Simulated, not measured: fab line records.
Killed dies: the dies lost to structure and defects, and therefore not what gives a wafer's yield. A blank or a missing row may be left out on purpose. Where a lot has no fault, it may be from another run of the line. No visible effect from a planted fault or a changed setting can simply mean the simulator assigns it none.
Code-filled problem report in 8D (eight disciplines) form | flow sky130 | the parts of the form that need people (team, actions taken, sign-off) are left out

1. PROBLEM STATEMENT
Across 2 wafers from 2 lots, VIA3_W_RS at SKY_VIA3_RS_MEAS_22 averages 0.397 ohm/sq, while fault-free wafers read 0.293 ohm/sq with a standard deviation of 0.0031. That is +34 standard deviations from the usual mean.
The step: measures by four-point-probe.
Seen first at day 42 08:27 on filmMetro-02, wafer L119.3. Wafers with a number at this step in the record: 33, from 11 lots. The rule behind "out" and "out of limits": a value lying over 4 standard deviations away from the usual mean. The other wafers with a number count as sound.

2. WHAT IT IS, WHAT IT ISN'T
question                    | is                         | is not
which readings at this step | VIA3_W_RS                  | -
which lots                  | L119, L120                 | L111, L112, L124, L127, L129, L130, L131, L132, L133
which wafers of those lots  | L119.3, L120.3             | L119.2, L119.6, L120.2, L120.5
read on which gauges        | filmMetro-01, filmMetro-02 | filmMetro-03
when                        | from day 42 08:27          | up to then (8 sound wafers); but 23 sound wafers of L120, L124, L127, L129, L130, L131, L132, L133 came after

3. THE SUSPECTS, EACH WITH WHAT RULES IT OUT
Counting: a tool at a process step up to the reading stays a suspect if it ran every lot that is out. Sound lots after the first of them don't rule it out here, since some wafers of a struck lot are sound.
- ruled out: the gauge at SKY_VIA3_RS_MEAS_22. The wafers that are out were read on 2 gauges (filmMetro-01, filmMetro-02).
- cvdW-02 at SKY_VIA3_CVD_21 (deposits W, target thk 390 nm, time 117.31 s): kept. Ran every lot that is out, first one L119 (day 42 08:18); last sound lot up to then L111 (day 39 20:14).
The count leaves cvdW-02 at SKY_VIA3_CVD_21.

4. THE CAUSE (what the simulator had put in)
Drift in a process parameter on cvdW-02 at SKY_VIA3_CVD_21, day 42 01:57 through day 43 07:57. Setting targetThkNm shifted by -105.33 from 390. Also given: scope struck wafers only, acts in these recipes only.
After counting, this tool was the only one left.

5. THE CHAIN OF EFFECTS, in route order
Each row: a reading where the mean over the struck wafers with a number is more than 3 standard deviations away from the usual. Only readings for which the record gives a usual standard deviation are gone through. hours: the time from each lot's start at the first step in this table that gives one to its start at this step, as a median over the lots. sigmas: the change in usual standard deviations.
hours | step                 | reading         | usual        | on struck wafers | change | sigmas
0     | SKY_VIA3_RS_MEAS_22  | VIA3_W_RS       | 0.293 ohm/sq | 0.397            | +0.104 | +34
0     | SKY_VIA3_THK_MEAS_23 | VIA3_W_THK      | 375 nm       | 279              | -96    | -19
0     | SKY_VIA3_CMP_24      | timeToEndpointS | 94 s         | 69               | -25    | -4.2
The process steps in it:
- SKY_VIA3_CMP_24: polishes, stops on SiO2, t overpolish 20 s, target thk 0 nm.
Later steps that measure or inspect, where all struck wafers having a row at the step show a number for every such reading and not one has moved that far: SKY_CAP2M_THK_MEAS_01.

6. HOW IT WOULD HAVE BEEN CAUGHT EARLIER
Counted from the fault's start at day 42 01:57, it took 6 hours until the first out-of-limits reading at a measuring or inspecting step in this record, taken at day 42 08:27.
Of the tool readings at SKY_VIA3_CVD_21 for which the record gives a usual standard deviation, none was out on any struck wafer, so an alarm limit of 4 standard deviations on them would not have fired.
Lots out: 2; of these, L120 started SKY_VIA3_CVD_21 on cvdW-02 after day 42 08:27. A hold on the tool at that time would have spared it.
